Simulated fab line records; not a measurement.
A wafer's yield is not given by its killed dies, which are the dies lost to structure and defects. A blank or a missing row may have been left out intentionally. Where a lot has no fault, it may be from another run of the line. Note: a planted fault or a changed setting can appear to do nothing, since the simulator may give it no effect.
What tool caused it?    flow gf180mcu    7 lots (21 wafers sampled), 1 step of a 602-step route

== WHAT THE GAUGES SHOWED, per wafer ==
GF_MVSD_OVL_MEAS_07.
lot   measured      on          MVSD_OVL (nm)
L526  day 5 02:56   overlay-01  1.1 0.1 2.0
L530  day 6 00:38   overlay-01  -0.1 1.7 1.7
L534  day 7 06:20   overlay-02  -0.9 -1.3 -0.7
L536  day 7 15:27   overlay-02  -0.1 -0.6 -1.0
L542  day 9 00:32   overlay-02  -3.2 -4.1 -4.7
L544  day 9 11:51   overlay-01  0.7 1.5 0.4
L546  day 10 01:20  overlay-01  -0.2 -1.8 -1.6

== WHAT TOOL EACH LOT RAN ON (gives the tool, then ch and the chambers of the sampled wafers, and finally the start) ==
There is no process step in the record ahead of these readings.

== THE ANSWER, worked out from the rows above alone ==
Rule: the usual values come from the lots themselves. The widest of any qualifying gaps counts: lots, ordered by their means at a reading, are off when they make up no more than a third of the lots, leave a main group of 4 or more, and stand apart from it by 3 or more times the standard deviation of that group's means. A main group whose means are all the same, to the digits that the tables above print for the reading, isn't used. A lot without any number at a reading at which 4 lots or more have one is off too. The other lots that the step has rows for count as sound.
Across all readings shown, no lot is off: no conclusion can be drawn from this.

== WHAT HAD BEEN PUT IN BY THE SIMULATOR ==
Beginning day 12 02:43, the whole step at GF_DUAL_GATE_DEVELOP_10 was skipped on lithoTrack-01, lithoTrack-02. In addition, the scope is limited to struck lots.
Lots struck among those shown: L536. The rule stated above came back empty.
